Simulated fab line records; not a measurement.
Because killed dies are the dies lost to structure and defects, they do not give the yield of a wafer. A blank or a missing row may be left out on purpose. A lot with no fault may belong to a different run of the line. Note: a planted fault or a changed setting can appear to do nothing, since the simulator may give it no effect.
fab line records	flow gf180mcu
[record] lots = 5	wafers = 15	last-day = 33
route steps=602 shown M2@365
lots untouched by any fault: they come from a run of this same line in which no faults occurred
start-h: the number of hours between the record's first day and the start of the first shown wafer of the lot	wait-h: how many hours have passed since the lot's step before this one	" same as the row above	L1.1+2: a row that stands for several wafers	- no value, or no start given	* or withheld: withheld	< > ~ a bound
route shown NAME@n: NAME is a module with steps in the file, n the number in the route of the first one	usual: the fault-free wafers' mean and standard deviation	same: alike in all rows	chamber/n: place in a boat	sites: each site's reading	_std_site: how widely they spread, as a standard deviation	_edge_site: inner sites' mean taken away from outer sites' mean	radius-mm: how far each site lies from the wafer's centre	mask NAME#n: copy n	behind: the tool/chamber that last shaped the wafer	hold: what put the lot on hold/how long, in hours/how the hold closed	device: the n, p or np transistor that did not switch	end of line: the same wafers' tests at the end of the route	where a step has no rows: the recipe by itself	killed: the dies lost at the first sort to structure and to defects; this is not the yield of the wafer	map: a wafer's dies, marking killed ones x, the rest . and places with no die _
set.NAME: the run value of the setting; set.NAME@STEP: its run value at that earlier step	model.NAME: the simulator's own value behind a step, which no gauge read
lots at some steps of the route; a table a step, a row a wafer
services: from which hour (start-h, from the record's first day; less than 0 if before it) a tool's chamber was out of use, for how many hours, and why
[[steps]]
[step GF_M2_SPUTTER_03]
[recipe] material = Ti	target-thk-nm = 10	substrate-temp-c = 300	chamber-pressure-pa = 0.3	power-w = 3000	time-s = 6.7
[usual] cathode-dc-power-W = 2999.9/0.53	substrate-temp-c = 299.97/0.2	throttle-valve-pct = 30.2/1.2
[same] time-s = 6.7
lot.wafer	tool	chamber	start-h	wait-h	cathode-dc-power-W	substrate-temp-c	throttle-valve-pct
L078.1	pvd-sputter-02	-	461.91	0.0	2999.5	300.41	28.8
L078.3	"	-	"	"	3000.3	299.86	30.5
L078.6	"	-	"	"	2999.8	300.06	28.5
L081.3	pvd-sputter-04	-	477.74	0.0	3000.3	299.71	28.2
L081.4	"	-	"	"	2999.7	299.95	28.5
L081.5	"	-	"	"	2999.3	299.60	30.2
L083.1	pvd-sputter-03	-	501.86	0.0	3000.0	299.96	29.9
L083.5	"	-	"	"	2999.8	299.71	32.0
L083.6	"	-	"	"	2999.1	299.89	30.4
L085.1	pvd-sputter-04	-	520.21	0.0	2999.6	300.08	28.1
L085.3	"	-	"	"	3000.2	299.98	30.5
L085.5	"	-	"	"	3000.1	299.90	30.4
L090.2	pvd-sputter-04	-	554.81	0.0	2999.2	300.03	31.3
L090.4	"	-	"	"	2999.7	299.79	30.5
L090.5	"	-	"	"	3000.5	299.75	28.6
[step GF_M2_SPUTTER_04]
[recipe] material = TiN	target-thk-nm = 50	power-w = 6500	time-s = 41.7	chamber-pressure-pa = 0.4
[usual] cathode-dc-power-W = 6500.0/1.2	throttle-valve-pct = 30.1/1.2
[same] time-s = 41.7
lot.wafer	tool	chamber	start-h	wait-h	cathode-dc-power-W	throttle-valve-pct
L078.1	pvd-sputter-02	-	461.93	0.0	6501.7	28.8
L078.3	"	-	"	"	6502.1	30.2
L078.6	"	-	"	"	6500.5	28.4
L081.3	pvd-sputter-04	-	477.76	0.0	6498.1	28.4
L081.4	"	-	"	"	6498.5	28.3
L081.5	"	-	"	"	6500.6	30.2
L083.1	pvd-sputter-03	-	501.88	0.0	6500.6	29.6
L083.5	"	-	"	"	6501.8	32.1
L083.6	"	-	"	"	6500.6	30.4
L085.1	pvd-sputter-04	-	520.23	0.0	6498.4	28.3
L085.3	"	-	"	"	6500.0	30.3
L085.5	"	-	"	"	6499.6	30.3
L090.2	pvd-sputter-04	-	554.83	0.0	6500.8	31.1
L090.4	"	-	"	"	6499.9	30.5
L090.5	"	-	"	"	6501.0	28.5
[step GF_M2_RS_MEAS_05]
[recipe] thk-meas-gauge = four-point-probe	reads = TiN_of_M2_SPUTTER_04+Ti_of_M2_SPUTTER_03+AlCu_of_M2_SPUTTER_02+TiN_of_M2_SPUTTER_01+Ti_of_M2_SPUTTER_00
[usual] M2_ALCU_RS = 0.0694/0.00078
lot.wafer	tool	chamber	start-h	wait-h	M2_ALCU_RS[ohm/sq]
L078.1	film-metro-02	-	461.97	0.0	0.0684
L078.3	"	-	"	"	0.0692
L078.6	"	-	"	"	0.0689
L081.3	film-metro-03	-	477.84	0.1	0.0709
L081.4	"	-	"	"	0.0709
L081.5	"	-	"	"	0.0699
L083.1	film-metro-03	-	501.92	0.0	0.0690
L083.5	"	-	"	"	0.0693
L083.6	"	-	"	"	0.0693
L085.1	film-metro-03	-	520.27	0.0	0.0708
L085.3	"	-	"	"	0.0701
L085.5	"	-	"	"	0.0701
L090.2	film-metro-03	-	554.89	0.0	0.0697
L090.4	"	-	"	"	0.0696
L090.5	"	-	"	"	0.0704
[step GF_M2_THK_MEAS_06]
[recipe] thk-meas-gauge = xrf	reads = AlCu_of_M2_SPUTTER_02
[usual] M2_ALCU_THK = 454/5.3
lot.wafer	tool	chamber	start-h	wait-h	M2_ALCU_THK[nm]
L078.1	film-metro-02	-	462.09	0.1	458
L078.3	"	-	"	"	454
L078.6	"	-	"	"	456
L081.3	film-metro-03	-	477.94	0.1	447
L081.4	"	-	"	"	447
L081.5	"	-	"	"	451
L083.1	film-metro-03	-	502.04	0.1	457
L083.5	"	-	"	"	454
L083.6	"	-	"	"	457
L085.1	film-metro-03	-	520.39	0.1	445
L085.3	"	-	"	"	448
L085.5	"	-	"	"	450
L090.2	film-metro-03	-	555.00	0.1	455
L090.4	"	-	"	"	455
L090.5	"	-	"	"	450
[step GF_M2_DEHYDRATE_07]
[recipe] temp-c = 200	time-s = 60
[usual] plate-temp-C = 200.04/0.19
[same] time-s = 60
lot.wafer	tool	chamber	start-h	wait-h	plate-temp-C
L078.1	litho-track-01	0	473.47	11.4	199.90
L078.3	"	0	"	"	199.86
L078.6	"	0	"	"	200.14
L081.3	litho-track-01	0	489.17	11.2	200.24
L081.4	"	0	"	"	199.90
L081.5	"	0	"	"	199.89
L083.1	litho-track-01	0	513.52	11.5	200.20
L083.5	"	0	"	"	200.04
L083.6	"	0	"	"	200.10
L085.1	litho-track-01	0	530.72	10.3	199.97
L085.3	"	0	"	"	200.12
L085.5	"	0	"	"	199.74
L090.2	litho-track-03	0	565.42	10.4	200.13
L090.4	"	0	"	"	200.50
L090.5	"	0	"	"	200.29
[step GF_M2_HMDS_08]
[recipe] prime-time-s = 60	prime-temp-c = 120
lot.wafer	tool	chamber	start-h	wait-h
L078.1+3+6	litho-track-01	0	473.62	0.1
L081.3+4+5	litho-track-01	0	489.32	0.1
L083.1+5+6	litho-track-01	0	513.67	0.1
L085.1+3+5	litho-track-01	0	530.87	0.1
L090.2+4+5	litho-track-03	0	565.57	0.1
[step GF_M2_COAT_09]
[recipe] resist = KrF	spin-rpm = withheld	resist-thk-nm = 1000
[usual] dispense-pressure-kPa = 47/8.3
lot.wafer	tool	chamber	start-h	wait-h	dispense-pressure-kPa
L078.1	litho-track-01	0	473.77	0.1	40
L078.3	"	0	"	"	40
L078.6	"	0	"	"	40
L081.3	litho-track-01	0	489.47	0.1	40
L081.4	"	0	"	"	40
L081.5	"	0	"	"	40
L083.1	litho-track-01	0	513.82	0.1	40
L083.5	"	0	"	"	40
L083.6	"	0	"	"	40
L085.1	litho-track-01	0	531.02	0.1	40
L085.3	"	0	"	"	40
L085.5	"	0	"	"	40
L090.2	litho-track-03	0	565.72	0.1	52
L090.4	"	0	"	"	52
L090.5	"	0	"	"	52
[step GF_M2_SOFTBAKE_10]
[recipe] temp-c = 130	time-s = 60	resist = KrF
[usual] plate-temp-C = 130.02/0.15
[same] time-s = 60
lot.wafer	tool	chamber	start-h	wait-h	plate-temp-C
L078.1	litho-track-01	0	473.92	0.1	130.02
L078.3	"	0	"	"	130.01
L078.6	"	0	"	"	130.04
L081.3	litho-track-01	0	489.62	0.1	130.06
L081.4	"	0	"	"	130.12
L081.5	"	0	"	"	130.05
L083.1	litho-track-01	0	513.97	0.1	129.93
L083.5	"	0	"	"	130.00
L083.6	"	0	"	"	129.79
L085.1	litho-track-01	0	531.17	0.1	130.15
L085.3	"	0	"	"	130.21
L085.5	"	0	"	"	129.87
L090.2	litho-track-03	0	565.87	0.1	130.21
L090.4	"	0	"	"	130.08
L090.5	"	0	"	"	130.28
[step GF_M2_EXPOSE_11]
[recipe] mask-id = Metal2	target-cd-nm = 280	na = 0.68	source-shape = conventional	sigma-outer = 0.6	dose-mj = 28
lot.wafer	tool	chamber	start-h	wait-h	mask
L078.1+3+6	krf-scanner-02	0	-	-	Metal2#0
L081.3+4+5	krf-scanner-02	0	-	-	Metal2#0
L083.1+5+6	krf-scanner-01	0	-	-	Metal2#0
L085.1+3+5	krf-scanner-01	0	-	-	Metal2#0
L090.2+4+5	krf-scanner-02	0	-	-	Metal2#0
[step GF_M2_PEB_12]
[recipe] peb-temp-c = 135	peb-time-s = 90	resist = KrF
[usual] plate-temp-C = 135.02/0.13
lot.wafer	tool	chamber	start-h	wait-h	plate-temp-C
L078.1	litho-track-02	0	-	-	135.01
L078.3	"	0	"	"	134.86
L078.6	"	0	"	"	134.90
L081.3	litho-track-02	0	-	-	134.90
L081.4	"	0	"	"	134.96
L081.5	"	0	"	"	135.12
L083.1	litho-track-03	0	-	-	135.11
L083.5	"	0	"	"	134.99
L083.6	"	0	"	"	135.03
L085.1	litho-track-03	0	-	-	134.97
L085.3	"	0	"	"	134.88
L085.5	"	0	"	"	134.98
L090.2	litho-track-02	0	-	-	135.09
L090.4	"	0	"	"	134.96
L090.5	"	0	"	"	135.02
[step GF_M2_DEVELOP_13]
[recipe] develop-time-s = 60	dev-temp-c = 21
lot.wafer	tool	chamber	start-h	wait-h
L078.1+3+6	litho-track-02	0	485.58	0.2
L081.3+4+5	litho-track-02	0	501.13	0.1
L083.1+5+6	litho-track-03	0	525.34	0.2
L085.1+3+5	litho-track-03	0	542.49	0.2
L090.2+4+5	litho-track-02	0	576.40	0.2
[step GF_M2_CD_MEAS_14]
[recipe] target-cd-nm = 280
[usual] cd-nm = 279.9/1.3
lot.wafer	tool	chamber	start-h	wait-h	cd-nm
L078.1	cd-sem-01	-	485.73	0.1	279.6
L078.3	"	-	"	"	279.0
L078.6	"	-	"	"	279.9
L081.3	cd-sem-01	-	501.27	0.1	278.4
L081.4	"	-	"	"	278.8
L081.5	"	-	"	"	278.7
L083.1	cd-sem-02	-	525.49	0.1	278.9
L083.5	"	-	"	"	278.0
L083.6	"	-	"	"	278.7
L085.1	cd-sem-01	-	542.64	0.1	280.5
L085.3	"	-	"	"	280.3
L085.5	"	-	"	"	281.4
L090.2	cd-sem-02	-	576.55	0.1	280.3
L090.4	"	-	"	"	279.7
L090.5	"	-	"	"	279.2
[step GF_M2_OVL_MEAS_15]
[usual] M2_OVL = -1/5.6
lot.wafer	tool	chamber	start-h	wait-h	M2_OVL[nm]
L078.1	overlay-01	-	485.85	0.1	1
L078.3	"	-	"	"	-2
L078.6	"	-	"	"	-4
L081.3	overlay-02	-	501.36	0.1	1
L081.4	"	-	"	"	-1
L081.5	"	-	"	"	-4
L083.1	overlay-02	-	525.61	0.1	0
L083.5	"	-	"	"	1
L083.6	"	-	"	"	-2
L085.1	overlay-02	-	542.76	0.1	0
L085.3	"	-	"	"	-3
L085.5	"	-	"	"	-2
L090.2	overlay-01	-	576.65	0.1	5
L090.4	"	-	"	"	7
L090.5	"	-	"	"	9
[step GF_M2_METAL_ETCH_16]
[recipe] chemistry = Cl2/BCl3	mask-material = KrF	target-depth-nm = 627.5	stop-on = SiO2	pressure-mtorr = 8	icp-w = 800	bias-w = 140	Cl2_flow_sccm = 80	bcl3-flow-sccm = 40	time-s = 104.6
[usual] drypump-motor-current-A = 5.9/0.35	he-backside-leak-sccm = 3.39/0.25	oes-product-au = 0.972/0.0064	throttle-valve-pct = 28.249/0.0093
[same] time-s = 104.6
lot.wafer	tool	chamber	start-h	wait-h	drypump-motor-current-A	he-backside-leak-sccm	oes-product-au	rf-hours-counter-h	throttle-valve-pct
L078.1	rie-metal-03	0	485.88	0.0	5.8	3.32	0.986	8	28.245
L078.3	"	1	"	"	5.9	3.40	0.979	-	28.244
L078.6	"	0	"	"	5.9	3.42	0.974	-	28.236
L081.3	rie-metal-03	1	501.42	0.1	5.9	3.47	0.960	-	28.255
L081.4	"	0	"	"	5.9	3.48	0.964	-	28.268
L081.5	"	0	"	"	5.9	3.53	0.976	-	28.242
L083.1	rie-metal-03	0	525.65	0.0	5.9	3.35	0.982	9	28.251
L083.5	"	0	"	"	5.9	3.26	0.969	-	28.258
L083.6	"	1	"	"	5.9	3.30	0.976	-	28.242
L085.1	rie-metal-01	1	542.80	0.0	6.4	3.21	0.965	12	28.257
L085.3	"	0	"	"	6.2	3.37	0.967	-	28.249
L085.5	"	0	"	"	6.2	3.48	0.974	-	28.258
L090.2	rie-metal-04	0	576.68	0.0	5.6	3.46	0.959	2	28.250
L090.4	"	0	"	"	5.6	3.70	0.970	-	28.244
L090.5	"	0	"	"	5.6	3.58	0.965	-	28.254
[step GF_M2_STRIP_17]
[recipe] chemistry = O2/N2	power-w = 1400	pressure-mtorr = 1500	platen-temp-c = 250	o2-flow-sccm = 3000	n2-flow-sccm = 300	overash-fraction = 0.5
[usual] drypump-motor-current-A = 5.9/0.61	heater-power-w = 353/35	oes-product-au = 0.558/0.0049	strip-time-to-endpoint-s = 7.88/0.046
lot.wafer	tool	chamber	start-h	wait-h	drypump-motor-current-A	heater-power-w	oes-product-au	rf-hours-counter-h	strip-time-to-endpoint-s
L078.1	plasma-asher-01	1	486.00	0.1	6.6	364	0.557	6	7.87
L078.3	"	1	"	"	6.6	357	0.547	-	7.86
L078.6	"	0	"	"	5.8	405	0.551	-	7.83
L081.3	plasma-asher-01	1	501.53	0.1	6.6	369	0.559	-	7.86
L081.4	"	0	"	"	5.8	407	0.560	-	7.86
L081.5	"	0	"	"	5.9	393	0.558	-	7.84
L083.1	plasma-asher-01	1	525.76	0.1	6.6	357	0.555	10	7.82
L083.5	"	0	"	"	5.8	409	0.551	-	7.85
L083.6	"	1	"	"	6.6	366	0.555	-	7.90
L085.1	plasma-asher-01	1	542.91	0.1	6.6	359	0.564	11	7.95
L085.3	"	1	"	"	6.7	372	0.561	-	7.91
L085.5	"	1	"	"	6.7	372	0.561	-	7.94
L090.2	plasma-asher-04	1	576.79	0.1	4.8	312	0.562	80	7.92
L090.4	"	1	"	"	4.8	310	0.565	-	7.88
L090.5	"	0	"	"	6.1	334	0.554	-	7.89
[step GF_M2_STRIP_18]
[recipe] chemistry = post-etch-residue-remover	time-s = 1200	temp-c = 72.5
[same] time-s = 1200
lot.wafer	tool	chamber	start-h	wait-h
L078.1+3+6	wet-bench-03	2	486.10	0.1
L081.3+4+5	wet-bench-04	2	501.60	0.0
L083.1+5+6	wet-bench-04	0	525.86	0.1
L085.1+3+5	wet-bench-04	0	543.01	0.1
L090.2+4+5	wet-bench-02	2	576.89	0.1
[[services]]
tool	chamber	start-h	hours	kind
krf-scanner-02	-	438.12	1.3	pm
krf-scanner-02	-	441.47	0.8	pm
pvd-sputter-02	-	444.28	6.8	repair
rie-metal-04	-	450.98	5.2	repair
krf-scanner-01	-	452.36	0.8	pm
pvd-sputter-04	0	461.28	-	consumable-replace:kit
pvd-sputter-04	0	461.28	18.0	scheduled-down
pvd-sputter-04	0	461.28	18.0	vent-cycle
krf-scanner-02	-	463.32	3.6	pm
krf-scanner-01	-	470.12	3.6	pm
pvd-sputter-02	-	473.15	14.5	repair
krf-scanner-01	-	473.68	36.0	pm
krf-scanner-02	-	475.30	3.2	repair
rie-metal-03	-	490.59	1.8	repair
rie-metal-04	-	495.06	2.5	repair
krf-scanner-01	-	520.83	1.3	pm
krf-scanner-02	-	541.94	1.0	pm
rie-metal-04	-	553.21	2.8	pm
plasma-asher-01	-	559.80	8.9	repair
krf-scanner-02	-	560.09	2.2	repair
pvd-sputter-02	-	565.14	2.4	repair
krf-scanner-01	-	567.13	14.2	repair
plasma-asher-01	-	568.73	19.6	pm
krf-scanner-02	0	575.32	-	calibration
[[key]]
fault none
